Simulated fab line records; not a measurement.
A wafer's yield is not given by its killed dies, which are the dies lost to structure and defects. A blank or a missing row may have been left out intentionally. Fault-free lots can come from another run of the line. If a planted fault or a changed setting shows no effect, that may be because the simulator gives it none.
fab line records | flow sfq_line
[record] lots = 7 | wafers = 21 | last_day = 91
route steps=325 shown C5@250 M6@251 I6@266
lots that met no fault: from a run of the same line without faults
start_h: hours from the record's first day to the start of the lot's first wafer shown | wait_h: how many hours have passed since the lot's step before this one | " repeats the value in the row above | L1.1+2: one row covering several wafers at once | - no value, or no start given | * or withheld: withheld | < > ~ a bound
route shown NAME@n: NAME is a module with steps in the file, n the number in the route of the first one | usual: average and standard deviation across the fault-free wafers | same: alike in all rows | chamber/n: place in a boat | sites: each site's reading | _std_site: the values' standard deviation | _edge_site: mean of outer sites minus mean of inner sites | radius_mm: how far each site lies from the wafer's centre | mask NAME#n: copy n | behind: the most recent tool/chamber to have shaped the wafer | hold: why the lot was held/for how many hours/how that ended | device: whichever transistor did not switch (one of n, p or np) | end of line: at the end of the route, the tests of the same wafers | where a step has no rows: the recipe by itself | killed: at the first sort, the dies lost to defects and structure; wafer yield is something else | map: a wafer's dies, marking killed ones x, the rest . and places with no die _
set.NAME: the setting the step ran with; set.NAME@STEP: the setting that earlier step ran with | model.NAME: the simulator's own value behind a step, which no gauge read
certain route steps with their lots: each step a table, each wafer a row
services: from which hour (start_h, from the record's first day; less than 0 if before it) a tool's chamber was out of use, for how many hours, and why
[[steps]]
[step SFQ_TRILAYER_C5_STRIP_SOLV_CLEAN_156]
[recipe] chemistry = NMP | temp_c = 70 | time_s = 600
[step SFQ_TRILAYER_M6_DEP_PRE_CLEAN_158]
[recipe] gas = Ar | time_s = 22.5 | bias_v = 250
[step SFQ_TRILAYER_M6_DEP_SPUTTER_157]
[recipe] material = Nb | base_pressure_pa = 1.33e-06 | chamber_pressure_pa = 0.1333 | substrate_temp_c = 20 | target_thk_nm = 200 | power_w = 2000 | time_s = 133.3
[usual] throttle_valve_pct = 30.1/0.96
lot.wafer | tool           | chamber | start_h | wait_h | throttle_valve_pct
L927.1    | pvd_sputter-06 | -       | 1577.70 | 0.0    | 29.9
L927.4    | "              | -       | "       | "      | 29.6
L927.6    | "              | -       | "       | "      | 28.6
L929.1    | pvd_sputter-05 | -       | 1597.13 | 0.0    | 30.4
L929.3    | "              | -       | "       | "      | 30.4
L929.4    | "              | -       | "       | "      | 31.2
L940.2    | pvd_sputter-03 | -       | 1702.44 | 0.0    | 30.2
L940.5    | "              | -       | "       | "      | 28.0
L940.6    | "              | -       | "       | "      | 30.1
L941.1    | pvd_sputter-05 | -       | 1706.64 | 0.0    | 30.3
L941.2    | "              | -       | "       | "      | 30.4
L941.4    | "              | -       | "       | "      | 30.3
L942.3    | pvd_sputter-06 | -       | 1708.44 | 0.0    | 30.0
L942.4    | "              | -       | "       | "      | 30.1
L942.5    | "              | -       | "       | "      | 30.2
L947.3    | pvd_sputter-03 | -       | 1752.97 | 0.0    | 27.8
L947.4    | "              | -       | "       | "      | 30.3
L947.5    | "              | -       | "       | "      | 31.7
L949.2    | pvd_sputter-05 | -       | 1772.17 | 0.0    | 30.3
L949.4    | "              | -       | "       | "      | 30.3
L949.6    | "              | -       | "       | "      | 30.5
[step SFQ_M6_RS_MEAS_938]
[recipe] thk_meas_gauge = four-point-probe | reads = Nb_of_TRILAYER_M6_DEP_SPUTTER_157
[usual] M6_NB_RS = 0.887/0.0072
lot.wafer | tool          | chamber | start_h | wait_h | M6_NB_RS[ohm/sq]
L927.1    | film_metro-01 | -       | 1577.79 | 0.0    | 0.883
L927.4    | "             | -       | "       | "      | 0.893
L927.6    | "             | -       | "       | "      | 0.896
L929.1    | film_metro-03 | -       | 1597.22 | 0.0    | 0.881
L929.3    | "             | -       | "       | "      | 0.887
L929.4    | "             | -       | "       | "      | 0.897
L940.2    | film_metro-03 | -       | 1702.56 | 0.1    | 0.905
L940.5    | "             | -       | "       | "      | 0.887
L940.6    | "             | -       | "       | "      | 0.892
L941.1    | film_metro-02 | -       | 1706.74 | 0.0    | 0.895
L941.2    | "             | -       | "       | "      | 0.882
L941.4    | "             | -       | "       | "      | 0.887
L942.3    | film_metro-01 | -       | 1708.58 | 0.1    | 0.887
L942.4    | "             | -       | "       | "      | 0.881
L942.5    | "             | -       | "       | "      | 0.884
L947.3    | film_metro-03 | -       | 1753.10 | 0.1    | 0.875
L947.4    | "             | -       | "       | "      | 0.888
L947.5    | "             | -       | "       | "      | 0.890
L949.2    | film_metro-01 | -       | 1772.28 | 0.1    | 0.888
L949.4    | "             | -       | "       | "      | 0.885
L949.6    | "             | -       | "       | "      | 0.890
[step SFQ_TRILAYER_M6_LITHO_COAT_164]
[recipe] resist = BARC | spin_rpm = 3000 | resist_thk_nm = 62
[step SFQ_TRILAYER_M6_LITHO_COAT_159]
[recipe] resist = KrF | spin_rpm = 3000 | resist_thk_nm = 600
[step SFQ_TRILAYER_M6_LITHO_SOFTBAKE_163]
[recipe] temp_c = withheld | time_s = withheld | resist = KrF
[step SFQ_TRILAYER_M6_LITHO_EXPOSE_160]
[recipe] mask_id = M6 | na = 0.6 | source_shape = conventional | sigma_outer = 0.65 | target_cd_nm = 500 | dose_mj = 14.29
[step SFQ_TRILAYER_M6_LITHO_PEB_162]
[recipe] peb_temp_c = 115 | peb_time_s = 60 | resist = KrF
[step SFQ_TRILAYER_M6_LITHO_DEVELOP_161]
[recipe] time_s = 60 | resist = KrF
[step SFQ_M6_OVL_MEAS_940]
[usual] M6_OVL = 2/4.7
lot.wafer | tool       | chamber | start_h | wait_h | M6_OVL[nm]
L927.1    | overlay-02 | -       | 1688.52 | 0.1    | -4
L927.4    | "          | -       | "       | "      | -3
L927.6    | "          | -       | "       | "      | -3
L929.1    | overlay-02 | -       | 1709.92 | 0.1    | 8
L929.3    | "          | -       | "       | "      | 1
L929.4    | "          | -       | "       | "      | 4
L940.2    | overlay-02 | -       | 1810.52 | 0.1    | 0
L940.5    | "          | -       | "       | "      | -1
L940.6    | "          | -       | "       | "      | 0
L941.1    | overlay-02 | -       | 1814.12 | 0.1    | 4
L941.2    | "          | -       | "       | "      | -1
L941.4    | "          | -       | "       | "      | 3
L942.3    | overlay-02 | -       | 1816.53 | 0.1    | 0
L942.4    | "          | -       | "       | "      | 1
L942.5    | "          | -       | "       | "      | 2
L947.3    | overlay-02 | -       | 1858.68 | 0.1    | 1
L947.4    | "          | -       | "       | "      | 0
L947.5    | "          | -       | "       | "      | 1
L949.2    | overlay-02 | -       | 1880.40 | 0.1    | 3
L949.4    | "          | -       | "       | "      | 3
L949.6    | "          | -       | "       | "      | 7
[step SFQ_TRILAYER_M6_BARC_OPEN_METAL_ETCH_206]
[recipe] mask_material = PR | chemistry = O2 | target_depth_nm = 125 | target = BARC | icp_w = 587 | bias_w = 80 | pressure_mtorr = 10 | time_s = 41.7
[usual] bias_w = 80.02/0.25 | chamber_pressure_mTorr = 9.999/0.0081 | drypump_motor_current_A = 6.05/0.3 | oes_product_au = 0.685/0.0041
lot.wafer | tool         | chamber | start_h | wait_h | bias_w | chamber_pressure_mTorr | drypump_motor_current_A | oes_product_au | rf_hours_counter_h | model.KrF_of_TRILAYER_M6_LITHO_COAT_159.thk_nm
L927.1    | rie_metal-03 | 0       | 1688.55 | 0.0    | 80.06  | 9.993                  | 6.10                    | 0.688          | 125                | 523.5
L927.4    | "            | 0       | "       | "      | 80.37  | 10.003                 | 6.09                    | 0.680          | -                  | 523.2
L927.6    | "            | 1       | "       | "      | 79.90  | 9.995                  | 5.99                    | 0.689          | -                  | 524
L929.1    | rie_metal-02 | 1       | 1709.95 | 0.0    | 79.54  | 10.010                 | 5.42                    | 0.685          | 38                 | 524.9
L929.3    | "            | 0       | "       | "      | 80.00  | 9.988                  | 6.28                    | 0.687          | -                  | 526.1
L929.4    | "            | 1       | "       | "      | 80.11  | 9.998                  | 5.42                    | 0.687          | -                  | 524.4
L940.2    | rie_metal-01 | 0       | 1810.55 | 0.0    | -      | -                      | -                       | -              | -                  | 573.1
L940.5    | "            | 1       | "       | "      | -      | -                      | -                       | -              | -                  | 573.1
L940.6    | "            | 0       | "       | "      | -      | -                      | -                       | -              | -                  | 573
L941.1    | rie_metal-03 | 0       | 1814.15 | 0.0    | -      | -                      | -                       | -              | -                  | 574
L941.2    | "            | 1       | "       | "      | -      | -                      | -                       | -              | -                  | 575
L941.4    | "            | 0       | "       | "      | -      | -                      | -                       | -              | -                  | 574.8
L942.3    | rie_metal-01 | 1       | 1816.57 | 0.0    | -      | -                      | -                       | -              | -                  | 574.8
L942.4    | "            | 0       | "       | "      | -      | -                      | -                       | -              | -                  | 573.4
L942.5    | "            | 1       | "       | "      | -      | -                      | -                       | -              | -                  | 574.7
L947.3    | rie_metal-02 | 0       | 1858.73 | 0.0    | 80.14  | 10.000                 | 6.31                    | 0.690          | -                  | 526.9
L947.4    | "            | 1       | "       | "      | 80.07  | 9.985                  | 5.43                    | 0.689          | -                  | 525.7
L947.5    | "            | 0       | "       | "      | 80.17  | 10.001                 | 6.31                    | 0.681          | -                  | 529
L949.2    | rie_metal-03 | 1       | 1880.43 | 0.0    | 79.57  | 10.005                 | 5.99                    | 0.687          | 99                 | 526.1
L949.4    | "            | 1       | "       | "      | 79.79  | 10.005                 | 6.00                    | 0.686          | -                  | 523.6
L949.6    | "            | 0       | "       | "      | 80.00  | 10.001                 | 6.09                    | 0.692          | -                  | 527.2
[step SFQ_TRILAYER_M6_ETCH_METAL_ETCH_162]
[recipe] target = Nb | stop_on = SiO2 | mask_material = PR | chemistry = Cl2/Ar | target_depth_nm = 240 | icp_w = 600 | bias_w = 80 | pressure_mtorr = 10 | time_s = 120
[usual] bias_w = 80.03/0.28 | chamber_pressure_mTorr = 10.002/0.011 | drypump_motor_current_A = 6.1/0.3 | oes_product_au = 0.896/0.0057
lot.wafer | tool         | chamber | start_h | wait_h | bias_w | chamber_pressure_mTorr | drypump_motor_current_A | oes_product_au | rf_hours_counter_h | model.KrF_of_TRILAYER_M6_LITHO_COAT_159.thk_nm
L927.1    | rie_metal-03 | 0       | 1688.61 | 0.0    | 80.61  | 9.995                  | 6.1                     | 0.901          | 125                | 381.2
L927.4    | "            | 0       | "       | "      | 80.27  | 10.007                 | 6.1                     | 0.892          | -                  | 380.3
L927.6    | "            | 1       | "       | "      | 80.03  | 9.984                  | 6.0                     | 0.895          | -                  | 383
L929.1    | rie_metal-02 | 1       | 1710.01 | 0.0    | 80.04  | 10.000                 | 5.4                     | 0.901          | 38                 | 384
L929.3    | "            | 0       | "       | "      | 79.75  | 9.998                  | 6.3                     | 0.895          | -                  | 386.6
L929.4    | "            | 1       | "       | "      | 79.64  | 10.007                 | 5.4                     | 0.889          | -                  | 383.5
L940.2    | rie_metal-01 | 0       | 1810.61 | 0.0    | 80.15  | 10.000                 | 6.5                     | 0.382          | 64                 | 432.5
L940.5    | "            | 1       | "       | "      | 80.07  | 10.009                 | 5.9                     | 0.379          | -                  | 432.2
L940.6    | "            | 0       | "       | "      | 79.82  | 9.995                  | 6.5                     | 0.374          | -                  | 433
L941.1    | rie_metal-03 | 0       | 1814.21 | 0.0    | 80.01  | 9.989                  | 6.1                     | 0.376          | 139                | 431.4
L941.2    | "            | 1       | "       | "      | 79.75  | 9.999                  | 6.0                     | 0.367          | 83                 | 435.8
L941.4    | "            | 0       | "       | "      | 80.10  | 10.003                 | 6.1                     | 0.365          | -                  | 433.4
L942.3    | rie_metal-01 | 1       | 1816.65 | 0.1    | 79.76  | 10.007                 | 5.9                     | 0.378          | -                  | 433.1
L942.4    | "            | 0       | "       | "      | 79.73  | 10.008                 | 6.4                     | 0.375          | -                  | 433.1
L942.5    | "            | 1       | "       | "      | 79.84  | 10.010                 | 5.9                     | 0.371          | -                  | 432.5
L947.3    | rie_metal-02 | 0       | 1858.81 | 0.1    | 80.16  | 10.007                 | 6.3                     | 0.905          | -                  | 387.9
L947.4    | "            | 1       | "       | "      | 79.37  | 10.003                 | 5.4                     | 0.901          | -                  | 386.2
L947.5    | "            | 0       | "       | "      | 79.87  | 10.004                 | 6.3                     | 0.890          | -                  | 388.7
L949.2    | rie_metal-03 | 1       | 1880.49 | 0.0    | 80.23  | 9.987                  | 6.0                     | 0.896          | 99                 | 384.7
L949.4    | "            | 1       | "       | "      | 80.41  | 9.989                  | 6.0                     | 0.899          | -                  | 382.3
L949.6    | "            | 0       | "       | "      | 80.49  | 9.990                  | 6.1                     | 0.890          | -                  | 385.8
[step SFQ_TRILAYER_M6_STRIP_STRIP_163]
[recipe] gas = O2 | power_w = 200 | platen_temp_c = 40 | overash_fraction = 0.65 | chemistry = O2 | pressure_mtorr = 50
[usual] drypump_motor_current_A = 6.06/0.3 | oes_product_au = 1.000/0.0071
[same] overash_fraction = 0.65
lot.wafer | tool         | chamber | start_h | wait_h | drypump_motor_current_A | oes_product_au | rf_hours_counter_h
L927.1    | rie_metal-03 | 0       | 1688.74 | 0.1    | 6.11                    | 1.008          | 125
L927.4    | "            | 0       | "       | "      | 6.11                    | 1.002          | -
L927.6    | "            | 1       | "       | "      | 5.99                    | 1.007          | -
L929.1    | rie_metal-02 | 1       | 1710.14 | 0.1    | 5.44                    | 0.993          | 38
L929.3    | "            | 0       | "       | "      | 6.29                    | 0.983          | -
L929.4    | "            | 1       | "       | "      | 5.44                    | 0.996          | -
L940.2    | rie_metal-01 | 0       | 1810.74 | 0.1    | 6.46                    | 0.998          | 64
L940.5    | "            | 1       | "       | "      | 5.91                    | 1.009          | -
L940.6    | "            | 0       | "       | "      | 6.43                    | 0.993          | -
L941.1    | rie_metal-03 | 0       | 1814.34 | 0.1    | 6.10                    | 1.004          | 139
L941.2    | "            | 1       | "       | "      | 6.01                    | 1.003          | 83
L941.4    | "            | 0       | "       | "      | 6.10                    | 1.007          | -
L942.3    | rie_metal-01 | 1       | 1816.94 | 0.2    | 5.90                    | 1.002          | -
L942.4    | "            | 0       | "       | "      | 6.42                    | 0.996          | -
L942.5    | "            | 1       | "       | "      | 5.91                    | 1.004          | -
L947.3    | rie_metal-02 | 0       | 1859.09 | 0.2    | 6.32                    | 0.992          | -
L947.4    | "            | 1       | "       | "      | 5.43                    | 0.999          | -
L947.5    | "            | 0       | "       | "      | 6.32                    | 1.001          | -
L949.2    | rie_metal-03 | 1       | 1880.62 | 0.1    | 6.00                    | 0.997          | 99
L949.4    | "            | 1       | "       | "      | 6.02                    | 0.994          | -
L949.6    | "            | 0       | "       | "      | 6.13                    | 0.992          | -
[step SFQ_TRILAYER_M6_STRIP_SOLV_CLEAN_164]
[recipe] chemistry = NMP | temp_c = 70 | time_s = 600
[step SFQ_TRILAYER_I6_DEP_PECVD_165]
[recipe] material = SiO2 | temp_c = 150 | time_s = 111.11 | pressure_torr = 2.4 | rf_w = 183.3 | precursor = SiH4/N2O | target_thk_nm = 500
[usual] heater_power_w = 79/18 | susceptor_temp_C = 150.00/0.14 | throttle_valve_pct = 24.1/1.2
lot.wafer | tool     | chamber | start_h | wait_h | heater_power_w | susceptor_temp_C | throttle_valve_pct
L927.1    | pecvd-02 | 2       | 1689.51 | 0.0    | 71             | 150.00           | 26.0
L927.4    | "        | 2       | "       | "      | 74             | 150.20           | 25.8
L927.6    | "        | 1       | "       | "      | 55             | 150.16           | 25.2
L929.1    | pecvd-02 | 1       | 1710.91 | 0.0    | 53             | 149.82           | 25.2
L929.3    | "        | 2       | "       | "      | 76             | 149.97           | 25.6
L929.4    | "        | 0       | "       | "      | 63             | 150.00           | 25.8
L940.2    | pecvd-01 | 0       | 1811.69 | 0.0    | 108            | 150.01           | 22.7
L940.5    | "        | 1       | "       | "      | 77             | 150.27           | 24.0
L940.6    | "        | 0       | "       | "      | 113            | 150.16           | 22.3
L941.1    | pecvd-02 | 1       | 1815.29 | 0.0    | 50             | 149.84           | 25.1
L941.2    | "        | 0       | "       | "      | 75             | 150.06           | 25.8
L941.4    | "        | 1       | "       | "      | 50             | 149.94           | 25.1
L942.3    | pecvd-04 | 0       | 1817.55 | 0.0    | 50             | 149.93           | 24.1
L942.4    | "        | 2       | "       | "      | 94             | 150.12           | 22.5
L942.5    | "        | 0       | "       | "      | 51             | 150.15           | 23.8
L947.3    | pecvd-04 | 2       | 1859.67 | 0.0    | 89             | 150.04           | 23.0
L947.4    | "        | 2       | "       | "      | 92             | 149.91           | 22.8
L947.5    | "        | 1       | "       | "      | 91             | 149.92           | 25.6
L949.2    | pecvd-01 | 1       | 1881.41 | 0.0    | 75             | 150.06           | 24.1
L949.4    | "        | 0       | "       | "      | 114            | 150.11           | 22.5
L949.6    | "        | 2       | "       | "      | 88             | 150.10           | 23.6
[step SFQ_TRILAYER_I6_CMP_CMP_166]
[recipe] material = SiO2 | down_force_psi = 3 | platen_rpm = 60 | pad_velocity_m_s = 0.94248
[usual] motor_current_A = 9.9/1.3 | slurry_flow_ml_min = 150.1/0.45 | time_to_endpoint_s = 217/6.3
lot.wafer | tool   | chamber | start_h | wait_h | motor_current_A | slurry_flow_ml_min | time_to_endpoint_s
L927.4    | cmp-01 | 2       | 1690.69 | 1.1    | 12.3            | 150.5              | 225
L927.1    | "      | 0       | 1691.69 | 2.1    | 8.3             | 150.5              | 215
L927.6    | "      | 1       | "       | "      | 9.9             | 150.4              | 229
L929.4    | cmp-01 | 2       | 1711.49 | 0.5    | 11.6            | 150.4              | 209
L929.1    | "      | 3       | "       | "      | 8.8             | 149.7              | 210
L929.3    | "      | 0       | "       | "      | 8.0             | 149.4              | 211
L940.2    | cmp-01 | 2       | 1812.83 | 1.1    | 11.3            | 150.0              | 209
L940.6    | "      | 0       | 1813.83 | 2.1    | 8.5             | 150.5              | 215
L940.5    | "      | 1       | "       | "      | 9.4             | 149.9              | 220
L941.1    | cmp-01 | 2       | 1815.37 | 0.0    | 11.8            | 150.5              | 216
L941.4    | "      | 0       | 1816.37 | 1.0    | 8.3             | 150.5              | 226
L941.2    | "      | 1       | "       | "      | 10.0            | 150.4              | 213
L942.3    | cmp-02 | 1       | 1818.12 | 0.5    | 10.9            | 150.5              | 218
L942.4    | "      | 3       | 1819.12 | 1.5    | 8.4             | 150.0              | 233
L942.5    | "      | 0       | "       | "      | 10.8            | 150.1              | 237
L947.4    | cmp-02 | 0       | 1862.42 | 2.7    | 10.3            | 150.5              | 226
L947.3    | "      | 2       | 1863.42 | 3.7    | 12.1            | 149.9              | 218
L947.5    | "      | 1       | 1864.92 | 5.2    | 10.2            | 149.8              | 224
L949.4    | cmp-02 | 3       | 1881.99 | 0.5    | 8.2             | 150.2              | 223
L949.2    | "      | 0       | "       | "      | 10.5            | 150.5              | 212
L949.6    | "      | 3       | 1883.99 | 2.5    | 8.7             | 150.0              | 218
[step SFQ_I6_BOW_MEAS_941]
[recipe] mode = bow
[usual] I6_BOW = 7/9.3
lot.wafer | tool          | chamber | start_h | wait_h | I6_BOW[um]
L927.1    | film_metro-04 | -       | 1693.19 | 1.0    | 1
L927.4    | "             | -       | "       | "      | -10
L927.6    | "             | -       | "       | "      | -9
L929.1    | film_metro-04 | -       | 1713.99 | 1.5    | 13
L929.3    | "             | -       | "       | "      | 13
L929.4    | "             | -       | "       | "      | 9
L940.2    | film_metro-03 | -       | 1814.85 | 1.5    | -14
L940.5    | "             | -       | "       | "      | 1
L940.6    | "             | -       | "       | "      | 5
L941.1    | film_metro-01 | -       | 1818.37 | 2.5    | 8
L941.2    | "             | -       | "       | "      | -9
L941.4    | "             | -       | "       | "      | 4
L942.3    | film_metro-04 | -       | 1820.66 | 2.0    | 21
L942.4    | "             | -       | "       | "      | 10
L942.5    | "             | -       | "       | "      | 19
L947.3    | film_metro-01 | -       | 1865.46 | 1.5    | 2
L947.4    | "             | -       | "       | "      | 5
L947.5    | "             | -       | "       | "      | 8
L949.2    | film_metro-04 | -       | 1884.51 | 1.5    | -8
L949.4    | "             | -       | "       | "      | -5
L949.6    | "             | -       | "       | "      | -10
[step SFQ_TRILAYER_I6_METRO_MEASURE_167]
[usual] thk_nm = 200.4/0.86
lot.wafer | tool          | chamber | start_h | wait_h | thk_nm
L927.1    | film_metro-04 | -       | 1693.31 | 0.1    | 200.7
L927.4    | "             | -       | "       | "      | 201.1
L927.6    | "             | -       | "       | "      | 199.5
L929.1    | film_metro-04 | -       | 1714.11 | 0.1    | 202.2
L929.3    | "             | -       | "       | "      | 201.3
L929.4    | "             | -       | "       | "      | 200.5
L940.2    | film_metro-03 | -       | 1815.15 | 0.3    | 200.7
L940.5    | "             | -       | "       | "      | 200.6
L940.6    | "             | -       | "       | "      | 199.9
L941.1    | film_metro-01 | -       | 1818.49 | 0.1    | 198.8
L941.2    | "             | -       | "       | "      | 198.9
L941.4    | "             | -       | "       | "      | 199.4
L942.3    | film_metro-04 | -       | 1821.14 | 0.5    | 200.4
L942.4    | "             | -       | "       | "      | 200.1
L942.5    | "             | -       | "       | "      | 201.1
L947.3    | film_metro-01 | -       | 1865.94 | 0.5    | 202.9
L947.4    | "             | -       | "       | "      | 202.5
L947.5    | "             | -       | "       | "      | 202.3
L949.2    | film_metro-04 | -       | 1884.81 | 0.3    | 200.1
L949.4    | "             | -       | "       | "      | 199.8
L949.6    | "             | -       | "       | "      | 200.3
[step SFQ_TRILAYER_I6_VIA_LITHO_COAT_174]
[recipe] resist = BARC | spin_rpm = 3000 | resist_thk_nm = 62
[step SFQ_TRILAYER_I6_VIA_LITHO_COAT_169]
[recipe] resist = KrF | spin_rpm = 3000 | resist_thk_nm = 650
[step SFQ_TRILAYER_I6_VIA_LITHO_SOFTBAKE_173]
[recipe] temp_c = withheld | time_s = withheld | resist = KrF
[step SFQ_TRILAYER_I6_VIA_LITHO_EXPOSE_170]
[recipe] mask_id = I6 | na = 0.6 | source_shape = conventional | sigma_outer = 0.65 | target_cd_nm = 700 | dose_mj = 21.3
[usual] exposure_dose_mJ_cm2 = 21.304/0.019 | focus_offset_nm = 0.0/0.52 | reticle_temp_C = 22.97/0.097
lot.wafer | tool           | chamber | start_h | wait_h | mask | exposure_dose_mJ_cm2 | focus_offset_nm | reticle_temp_C
L927.1    | krf_scanner-02 | 0       | 1798.22 | -      | I6#0 | 21.316               | -0.2            | 22.99
L927.4    | "              | 0       | "       | "      | I6#0 | 21.296               | -0.6            | 22.98
L927.6    | "              | 0       | "       | "      | I6#0 | 21.304               | 0.3             | 22.80
L929.1    | krf_scanner-02 | 0       | 1821.02 | -      | I6#0 | 21.274               | 0.0             | 22.87
L929.3    | "              | 0       | "       | "      | I6#0 | 21.316               | 0.5             | 22.86
L929.4    | "              | 0       | "       | "      | I6#0 | 21.314               | -0.5            | 22.87
L940.2    | krf_scanner-01 | -       | 1917.62 | -      | I6#0 | -                    | -               | -
L940.5    | "              | -       | "       | "      | I6#0 | -                    | -               | -
L940.6    | "              | -       | "       | "      | I6#0 | -                    | -               | -
L941.1    | krf_scanner-01 | -       | 1918.62 | -      | I6#0 | -                    | -               | -
L941.2    | "              | -       | "       | "      | I6#0 | -                    | -               | -
L941.4    | "              | -       | "       | "      | I6#0 | -                    | -               | -
L942.3    | krf_scanner-01 | -       | 1920.22 | -      | I6#0 | -                    | -               | -
L942.4    | "              | -       | "       | "      | I6#0 | -                    | -               | -
L942.5    | "              | -       | "       | "      | I6#0 | -                    | -               | -
L947.3    | krf_scanner-01 | 0       | 1967.83 | -      | I6#0 | 21.298               | -0.4            | 23.06
L947.4    | "              | 0       | "       | "      | I6#0 | 21.290               | -0.4            | 22.92
L947.5    | "              | 0       | "       | "      | I6#0 | 21.319               | -0.4            | 23.15
L949.2    | krf_scanner-01 | 0       | 1991.63 | -      | I6#0 | 21.287               | 0.5             | 22.76
L949.4    | "              | 0       | "       | "      | I6#0 | 21.327               | 0.8             | 23.04
L949.6    | "              | 0       | "       | "      | I6#0 | 21.287               | 0.8             | 22.97
[step SFQ_TRILAYER_I6_VIA_LITHO_PEB_172]
[recipe] peb_temp_c = 115 | peb_time_s = 60 | resist = KrF
[[services]]
tool           | chamber | start_h | hours | kind
krf_scanner-01 | -       | 1576.62 | 3.7   | repair
krf_scanner-01 | -       | 1578.71 | 2.5   | repair
krf_scanner-01 | -       | 1606.28 | 0.8   | pm
krf_scanner-01 | -       | 1618.90 | 3.9   | repair
rie_metal-02   | -       | 1660.30 | 4.0   | pm
rie_metal-03   | -       | 1677.87 | 1.1   | repair
krf_scanner-01 | -       | 1686.37 | 1.3   | pm
krf_scanner-01 | -       | 1700.06 | 1.0   | pm
rie_metal-03   | 0       | 1702.70 | 10.2  | repair
rie_metal-03   | -       | 1745.96 | 0.5   | repair
krf_scanner-01 | -       | 1775.74 | 0.8   | pm
krf_scanner-01 | -       | 1784.24 | 0.9   | repair
krf_scanner-01 | -       | 1793.58 | 4.0   | pm
krf_scanner-01 | -       | 1813.20 | 4.4   | pm
krf_scanner-01 | -       | 1823.62 | 1.0   | repair
rie_metal-02   | -       | 1860.15 | 0.3   | repair
krf_scanner-01 | -       | 1861.97 | 1.3   | pm
rie_metal-03   | 0       | 1864.57 | 4.3   | repair
krf_scanner-01 | -       | 1869.27 | 1.0   | pm
krf_scanner-01 | -       | 1896.61 | 0.3   | repair
rie_metal-02   | -       | 1943.66 | 0.6   | repair
krf_scanner-01 | -       | 1945.02 | 0.8   | pm
rie_metal-03   | -       | 1984.58 | 1.4   | pm
rie_metal-02   | 1       | 1987.41 | 16.4  | repair
[[key]]
[first_sign] step = SFQ_TRILAYER_M6_BARC_OPEN_METAL_ETCH_206 | reading = tool_record | direction = missing
[effect] step = SFQ_TRILAYER_M6_ETCH_METAL_ETCH_162 | reading = oes_product_au | direction = down | sigmas = 92 | usual = 0.896 | struck = 0.374
[effect] step = SFQ_TRILAYER_I6_VIA_LITHO_EXPOSE_170 | reading = tool_record | direction = missing
[model_effect] step = SFQ_TRILAYER_M6_BARC_OPEN_METAL_ETCH_206 | value = KrF_of_TRILAYER_M6_LITHO_COAT_159.thk_nm | without = 523.3 | struck = 574
[model_effect] step = SFQ_TRILAYER_M6_ETCH_METAL_ETCH_162 | value = KrF_of_TRILAYER_M6_LITHO_COAT_159.thk_nm | without = 382.3 | struck = 433
met_at SFQ_TRILAYER_M6_BARC_OPEN_METAL_ETCH_206
struck_wafers L940.2,L940.5,L940.6,L941.1,L941.2,L941.4,L942.3,L942.4,L942.5
onset_between 1688.55 1810.55
[fault] kind = skipped_step_whole | tool = rie_metal-01,rie_metal-03 | chamber = - | onset_h = 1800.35 | steps = SFQ_TRILAYER_M6_BARC_OPEN_METAL_ETCH_206 | scope = struck_lots_only
